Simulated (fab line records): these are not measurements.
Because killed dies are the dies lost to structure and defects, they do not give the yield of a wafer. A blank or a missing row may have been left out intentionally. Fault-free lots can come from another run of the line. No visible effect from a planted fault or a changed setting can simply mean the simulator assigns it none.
8D (eight disciplines) problem report, filled in by code | flow gf180mcu | the parts of the form that need people (team, actions taken, sign-off) are left out

## 1. THE PROBLEM
V3_W_RS at GF_V3_RS_MEAS_24 reads a mean of 0.237 ohm/sq on 3 wafers of 2 lots; wafers without a fault read 0.327 ohm/sq with a standard deviation of 0.006. Relative to the usual mean, that is a shift of -15 standard deviations.
The step: measures by four-point-probe.
Earliest sighting: wafer L861.4 on film metro-01 at day 27 00:52. The record holds 33 wafers of 11 lots with a number at this step. Rule for "out" (also "out of limits"): further than 4 standard deviations from the usual mean. Any other wafer with a number is counted as sound.

## 2. WHAT IT IS; WHAT IT IS NOT
question                    | is                           | is not
which readings at this step | V3_W_RS                      | -
which lots                  | L861, L863                   | L850, L854, L855, L856, L859, L864, L868, L869, L872
which wafers of those lots  | L861.4, L861.5, L863.2       | L861.2, L863.3, L863.6
read on which gauges        | film metro-01, film metro-04 | film metro-02
when                        | from day 27 00:52            | up to then (16 sound wafers); but 14 sound wafers of L863, L864, L868, L869, L872 came after

## 3. THE SUSPECTS, EACH WITH WHAT RULES IT OUT
Counting: any tool at a process step up to the reading remains a suspect provided it ran every lot that is out. Sound lots after the first of them don't rule it out here, since some wafers of a struck lot are sound.
- ruled out: the gauge at GF_V3_RS_MEAS_24. Those wafers that are out were read across 2 gauges (film metro-01, film metro-04).
- cvd w-01 at GF_V3_CVD_23 (deposits W, target thk 350 nm, time 104.9 s): kept. It processed each lot that is out (first: L861, day 27 00:43); up to then, its last sound lot is L859 (day 26 02:43).
- The sound lot-mates ran in chamber 1 of cvd w-01 at GF_V3_CVD_23, but the wafers that are out ran in chamber 0.
Left after counting: cvd w-01 at GF_V3_CVD_23.

## 4. THE CAUSE (what the simulator had put in)
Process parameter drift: cvd w-01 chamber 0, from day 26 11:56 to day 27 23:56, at GF_V3_CVD_23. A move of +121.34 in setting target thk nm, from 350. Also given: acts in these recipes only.
Counting left only this tool.

## 5. SEQUENCE OF EFFECTS, ordered by route
One row per reading whose mean, taken over the struck wafers that have a number, lies over 3 standard deviations from the usual. Scope: only readings with a usual standard deviation given in the record; hours: median across lots of the time from each lot's start at the first step in this table that gives one to its start at this step; sigmas: change in usual standard deviations.
hours | step              | reading            | usual        | on struck wafers | change | sigmas
0     | GF_V3_RS_MEAS_24  | V3_W_RS            | 0.327 ohm/sq | 0.237            | -0.090 | -15
0     | GF_V3_THK_MEAS_25 | V3_W_THK           | 346 nm       | 470              | +124   | +16
0     | GF_V3_CMP_26      | time to endpoint s | 86 s         | 116              | +30    | +9.0
Its process steps:
- GF_V3_CMP_26: polishes, stops on SiO2, t overpolish 15 s, target thk 0 nm.

## 6. HOW IT WOULD HAVE BEEN CAUGHT EARLIER
The first out-of-limits reading at a measuring or inspecting step in this record came at day 27 00:52, 13 hours after the fault's start at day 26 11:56.
An alarm limit of 4 standard deviations would not have fired on the tool readings at GF_V3_CVD_23 for which the record gives a usual standard deviation, since none of them was out on any struck wafer.
Lots out: 2; of these, L863 started GF_V3_CVD_23 on cvd w-01 after day 27 00:52. A tool hold placed at that time would have kept it from harm.
